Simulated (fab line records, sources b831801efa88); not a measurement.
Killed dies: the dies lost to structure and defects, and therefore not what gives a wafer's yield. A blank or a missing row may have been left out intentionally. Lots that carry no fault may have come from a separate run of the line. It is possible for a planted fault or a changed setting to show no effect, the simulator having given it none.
What tool caused it? + flow gf180mcu + 13 lots with 39 wafers sampled at 5 steps, on a route of 602 steps

== WHAT EACH GAUGE READ, for each wafer ==
GF_M1_OVL_MEAS_15.
| lot  | measured     | on         | M1_OVL (nm) |
|------|--------------|------------|-------------|
| L268 | day 17 02:50 | overlay-01 | 3 0 -1      |
| L271 | day 18 05:02 | overlay-02 | 3 -7 -3     |
| L270 | day 18 07:17 | overlay-02 | -15 -12 -8  |
| L274 | day 19 08:51 | overlay-02 | -3 -4 -1    |
| L276 | day 20 07:15 | overlay-02 | 3 5 7       |
| L278 | day 21 05:05 | overlay-02 | 1 0 3       |
| L280 | day 21 14:19 | overlay-01 | -5 1 -1     |
| L281 | day 22 05:17 | overlay-01 | 10 0 0      |
| L284 | day 22 20:27 | overlay-01 | 7 6 9       |
| L285 | day 23 14:23 | overlay-01 | -9 -11 -8   |
| L286 | day 23 16:52 | overlay-02 | 8 13 8      |
| L287 | day 23 19:06 | overlay-02 | 5 8 6       |
| L291 | day 25 12:04 | overlay-01 | -8 -15 -3   |

GF_M2_RS_MEAS_05: a four-point-probe measurement.
| lot  | measured     | on            | M2_ALCU_RS (ohm/sq)                       |
|------|--------------|---------------|-------------------------------------------|
| L268 | day 18 05:26 | film metro-01 | 0.0692 0.0695 0.0697                      |
| L271 | day 19 08:43 | film metro-01 | 0.0711 0.0700 0.0699                      |
| L270 | day 19 11:02 | film metro-01 | 0.0700 0.0691 0.0717                      |
| L274 | day 20 11:59 | film metro-03 | 0.0709 0.0681 0.0695                      |
| L276 | day 21 09:38 | film metro-03 | 0.0690 0.0699 0.0690                      |
| L278 | day 22 08:14 | film metro-04 | 0.0690 0.0698 0.0685                      |
| L280 | day 22 17:40 | film metro-01 | 0.0694 0.0682 0.0694                      |
| L281 | day 23 07:17 | film metro-01 | 0.0687 0.0675 0.0692                      |
| L284 | day 23 22:19 | film metro-01 | 7.1853 7.1779 7.1659 7.1823 7.1897 7.1832 |
| L285 | day 24 16:37 | film metro-01 | 7.1233 7.0807 7.1487 7.1326 7.0692 7.1508 |
| L286 | day 24 18:35 | film metro-04 | 7.1787 7.1237 7.1794 7.1863 7.1140 7.1681 |
| L287 | day 24 21:46 | film metro-01 | 0.0696 0.0686 0.0698                      |
| L291 | day 26 12:48 | film metro-04 | 0.0695 0.0713 0.0694                      |

== TOOL THAT RAN EACH LOT (tool first, then ch and the chambers of the sampled wafers, then the start) ==
| lot  | GF_M1_STRIP_17                       | GF_V1_CMP_26                  | GF_M2_SPUTTER_02             |
|------|--------------------------------------|-------------------------------|------------------------------|
| L268 | plasma asher-04 ch 0,1, day 17 03:01 | cmp-01 ch 1,2,3, day 18 04:52 | pvd sputter-01, day 18 05:17 |
| L271 | plasma asher-01 ch 0,1, day 18 05:10 | cmp-02 ch 0,1,3, day 19 08:10 | pvd sputter-03, day 19 08:37 |
| L270 | plasma asher-04 ch 0, day 18 07:25   | cmp-01 ch 0,2,3, day 19 10:36 | pvd sputter-02, day 19 10:56 |
| L274 | plasma asher-04 ch 0,1, day 19 09:01 | cmp-01 ch 0,1,2, day 20 11:35 | pvd sputter-02, day 20 11:52 |
| L276 | plasma asher-04 ch 0,1, day 20 07:25 | cmp-01 ch 0,2,3, day 21 09:10 | pvd sputter-01, day 21 09:30 |
| L278 | plasma asher-02 ch 0,1, day 21 05:13 | cmp-01 ch 0,3, day 22 07:42   | pvd sputter-01, day 22 08:08 |
| L280 | plasma asher-04 ch 0,1, day 21 14:28 | cmp-02 ch 1,3, day 22 17:12   | pvd sputter-01, day 22 17:35 |
| L281 | plasma asher-01 ch 0, day 22 05:25   | cmp-01 ch 0,2,3, day 23 06:50 | pvd sputter-01, day 23 07:10 |
| L284 | plasma asher-01 ch 1, day 22 20:35   | cmp-02 ch 0,1,2, day 23 21:53 | pvd sputter-02, day 23 22:13 |
| L285 | plasma asher-04 ch 0,1, day 23 14:34 | cmp-02 ch 2,3, day 24 16:02   | pvd sputter-01, day 24 16:28 |
| L286 | plasma asher-01 ch 0,1, day 23 17:01 | cmp-02 ch 0,2,3, day 24 18:04 | pvd sputter-01, day 24 18:30 |
| L287 | plasma asher-04 ch 0, day 23 19:14   | cmp-01 ch 0,1,2, day 24 19:53 | pvd sputter-01, day 24 21:39 |
| L291 | plasma asher-01 ch 0,1, day 25 12:20 | cmp-02 ch 0,2,3, day 26 12:20 | pvd sputter-02, day 26 12:43 |
- GF_M1_STRIP_17: strips in O2/N2.
- GF_V1_CMP_26: polishes, stops on SiO2, t overpolish 15 s, target thk 0 nm.
- GF_M2_SPUTTER_02: material AlCu, target thk 450 nm, time 23.9 s.

== WHAT THE TOOLS THEMSELVES READ (means of the sampled wafers that have a number; where no wafer has one, the mark that the record gives instead) ==
GF_M1_STRIP_17.
| lot  | tool            | drypump motor current A (A) | heater power w (W) | oes product au (a.u.) | strip time to endpoint s (s) |
|------|-----------------|-----------------------------|--------------------|-----------------------|------------------------------|
| L268 | plasma asher-04 | 6.1                         | 297                | 0.555                 | 7.90                         |
| L271 | plasma asher-01 | 5.9                         | 370                | 0.558                 | 7.86                         |
| L270 | plasma asher-04 | 6.5                         | 307                | 0.559                 | 7.86                         |
| L274 | plasma asher-04 | 5.7                         | 295                | 0.559                 | 7.87                         |
| L276 | plasma asher-04 | 5.7                         | 296                | 0.556                 | 7.93                         |
| L278 | plasma asher-02 | 6.0                         | 334                | 0.560                 | 7.90                         |
| L280 | plasma asher-04 | 6.1                         | 299                | 0.562                 | 7.96                         |
| L281 | plasma asher-01 | 6.1                         | 354                | 0.555                 | 7.79                         |
| L284 | plasma asher-01 | 5.8                         | 400                | 0.560                 | 7.90                         |
| L285 | plasma asher-04 | 5.6                         | 295                | 0.559                 | 7.90                         |
| L286 | plasma asher-01 | 6.0                         | 365                | 0.556                 | 7.90                         |
| L287 | plasma asher-04 | 6.4                         | 313                | 0.560                 | 7.89                         |
| L291 | plasma asher-01 | 6.0                         | 372                | 0.559                 | 7.86                         |

GF_V1_CMP_26.
| lot  | tool   | motor current A (A) | overpolish run s (s) | retaining ring pressure frac | time to endpoint s (s) |
|------|--------|---------------------|----------------------|------------------------------|------------------------|
| L268 | cmp-01 | 11.0                | 15.003               | 0.999                        | 86                     |
| L271 | cmp-02 | 12.4                | 14.998               | 1.003                        | 83                     |
| L270 | cmp-01 | 10.8                | 14.993               | 1.001                        | 81                     |
| L274 | cmp-01 | 9.8                 | 15.003               | 1.001                        | 87                     |
| L276 | cmp-01 | 11.4                | 14.998               | 0.999                        | 85                     |
| L278 | cmp-01 | 11.9                | 15.008               | 1.001                        | 85                     |
| L280 | cmp-02 | 11.8                | 15.003               | 1.004                        | 81                     |
| L281 | cmp-01 | 11.0                | 15.006               | 1.000                        | 88                     |
| L284 | cmp-02 | 11.3                | 14.996               | 0.998                        | 84                     |
| L285 | cmp-02 | 10.7                | 14.999               | 1.006                        | 86                     |
| L286 | cmp-02 | 11.1                | 14.997               | 0.994                        | 87                     |
| L287 | cmp-01 | 9.5                 | 14.989               | 1.003                        | 84                     |
| L291 | cmp-02 | 11.3                | 14.998               | 0.999                        | 89                     |

GF_M2_SPUTTER_02.
| lot  | tool           | cathode dc power W (W) | chamber pressure pa (Pa) | throttle valve pct (%) |
|------|----------------|------------------------|--------------------------|------------------------|
| L268 | pvd sputter-01 | 10601                  | 0.4005                   | 30.3                   |
| L271 | pvd sputter-03 | 10600                  | 0.4009                   | 30.4                   |
| L270 | pvd sputter-02 | 10599                  | 0.3997                   | 29.8                   |
| L274 | pvd sputter-02 | 10599                  | 0.4001                   | 29.6                   |
| L276 | pvd sputter-01 | 10600                  | 0.3993                   | 29.9                   |
| L278 | pvd sputter-01 | 10599                  | 0.3998                   | 30.2                   |
| L280 | pvd sputter-01 | 10600                  | 0.4002                   | 29.9                   |
| L281 | pvd sputter-01 | 10600                  | 0.4003                   | 29.8                   |
| L284 | pvd sputter-02 | -                      | -                        | -                      |
| L285 | pvd sputter-01 | -                      | -                        | -                      |
| L286 | pvd sputter-01 | -                      | -                        | -                      |
| L287 | pvd sputter-01 | 10599                  | 0.3997                   | 30.3                   |
| L291 | pvd sputter-02 | 10599                  | 0.4003                   | 29.7                   |

== THE ANSWER, worked out from the rows above alone ==
Rule: usual is defined by the lots themselves. The widest of any qualifying gaps counts: lots, ordered by their means at a reading, are off when they make up no more than a third of the lots, leave a main group of 4 or more, and stand apart from it by 3 or more times the standard deviation of that group's means. Not used: any main group whose means are identical at the precision the tables above print for the reading. Also off: a lot with no number at a reading for which 4 or more lots have one. The other lots that the step has rows for count as sound. First the gauges in route order, then the tools' own readings, where a lot's mean is used as printed above. At the first step where some lot is off, the reading lying furthest off is the one used; lots without a number count as furthest.
Off: L284, L285, L286, at GF_M2_RS_MEAS_05 (M2_ALCU_RS). For the main group the mean is 0.0695 ohm/sq and the standard deviation 0.00056.
A tool fits if, at a process step before that reading, it ran every lot that is off, and no sound lot after the first of them. Not tried: the gauges at GF_M2_RS_MEAS_05; whatever is off there is also off at GF_M2_SPUTTER_02, on other tools, and gauge error can't account for it. Of those tried, none fits.

== WHAT THE SIMULATOR PUT IN ==
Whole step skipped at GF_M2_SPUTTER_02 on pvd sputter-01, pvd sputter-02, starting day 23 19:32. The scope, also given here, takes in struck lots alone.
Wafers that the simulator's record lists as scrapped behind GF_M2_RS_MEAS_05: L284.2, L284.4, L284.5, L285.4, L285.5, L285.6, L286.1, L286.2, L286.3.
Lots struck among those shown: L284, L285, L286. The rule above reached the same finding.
